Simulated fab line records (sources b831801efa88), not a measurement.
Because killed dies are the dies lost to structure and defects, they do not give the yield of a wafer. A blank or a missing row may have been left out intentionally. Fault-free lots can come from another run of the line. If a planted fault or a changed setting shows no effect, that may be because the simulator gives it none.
One fault seen from 2 desks || flow sky130 || what lay behind the numbers comes last; until then each desk has only its own

== TOOL OWNER'S DESK, rie si-02 ==
The tool's own readings at SKY_FIELD_ISO_ETCH_17 (etches Si in HBr/Cl2/O2, target depth 342 nm, time 97.7 s): means of the sampled wafers that have a number, for each lot that ran on this tool. If a lot's mean is further than 4 standard deviations from the usual mean, the lot is out of limits and carries the mark OUT (the distance appears in the brackets).
Columns: A = HBr_flow_sccm at SKY_FIELD_ISO_ETCH_17, usual 149.9 sccm; B = drypump motor current A at SKY_FIELD_ISO_ETCH_17, usual 5.8 A; C = he backside leak sccm at SKY_FIELD_ISO_ETCH_17, usual 2.78 sccm; D = oes product au at SKY_FIELD_ISO_ETCH_17, usual 1.004 a.u.; E = run length s at SKY_FIELD_ISO_ETCH_17, usual 125.7 s; F = throttle valve pct at SKY_FIELD_ISO_ETCH_17, usual 25.653 %
{"lot": "L297", "first seen here": "day 2 04:35", "A": 150.1, "B": 5.9, "C": 2.98, "D": 1.002, "E": 126.0, "F": 25.652}
{"lot": "L298", "first seen here": "day 2 10:59", "A": 149.7, "B": 5.7, "C": 2.88, "D": 1.004, "E": 126.0, "F": 25.657}
{"lot": "L299", "first seen here": "day 2 16:26", "A": 150.2, "B": 6.0, "C": 2.90, "D": 1.001, "E": 125.8, "F": 25.651}
{"lot": "L302", "first seen here": "day 3 06:40", "A": 149.7, "B": 5.9, "C": 2.84, "D": 1.004, "E": 125.8, "F": 25.657}
{"lot": "L308", "first seen here": "day 4 14:59", "A": 149.5, "B": 5.9, "C": 2.90, "D": 1.003, "E": "122.6 (-7.8) OUT", "F": 25.657}
Finding of this desk: L308 out of limits; the first was L308 at day 4 14:59, on run length s at SKY_FIELD_ISO_ETCH_17. Within limits: L297, L298, L299, L302.

== FROM THE METROLOGY DESK ==
What the gauges read, lot by lot, whatever tool the lot ran on: means of the sampled wafers that have a number. If a lot's mean is further than 4 standard deviations from the usual mean, the lot is out of limits and carries the mark OUT (the distance appears in the brackets).
Columns: A = FIELD_ISO_CVD_24_THK at SKY_FIELD_ISO_THK_MEAS_25, usual 597 nm
{"lot": "L297", "first seen here": "day 2 06:17", "A": 593}
{"lot": "L298", "first seen here": "day 2 13:30", "A": 603}
{"lot": "L299", "first seen here": "day 2 19:55", "A": 604}
{"lot": "L300", "first seen here": "day 3 00:13", "A": 605}
{"lot": "L302", "first seen here": "day 3 10:16", "A": 598}
{"lot": "L308", "first seen here": "day 4 17:20", "A": 601}
{"lot": "L312", "first seen here": "day 5 12:47", "A": 599}
{"lot": "L315", "first seen here": "day 6 04:28", "A": 595}
{"lot": "L317", "first seen here": "day 6 15:14", "A": 596}
{"lot": "L319", "first seen here": "day 7 00:47", "A": 593}
{"lot": "L320", "first seen here": "day 7 08:06", "A": 586}
This desk found nothing out of limits on any of the 11 lots.

== BROUGHT TOGETHER ==
An alarm could have come from the tool owner's desk at day 4 14:59, on L308.
At the metrology desk, nothing out of limits was observed.
The metrology desk holds a record of L308, inside its limits.
On rie si-02, each named lot ran SKY_FIELD_ISO_ETCH_17.

== WHAT THE SIMULATOR PUT IN ==
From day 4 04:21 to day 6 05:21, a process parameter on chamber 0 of rie si-02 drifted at SKY_FIELD_ISO_ETCH_17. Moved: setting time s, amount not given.
Struck lots among those shown: L308.
Time in hours from fault onset to the first out-of-limits reading at each desk: the tool owner's desk, 11.
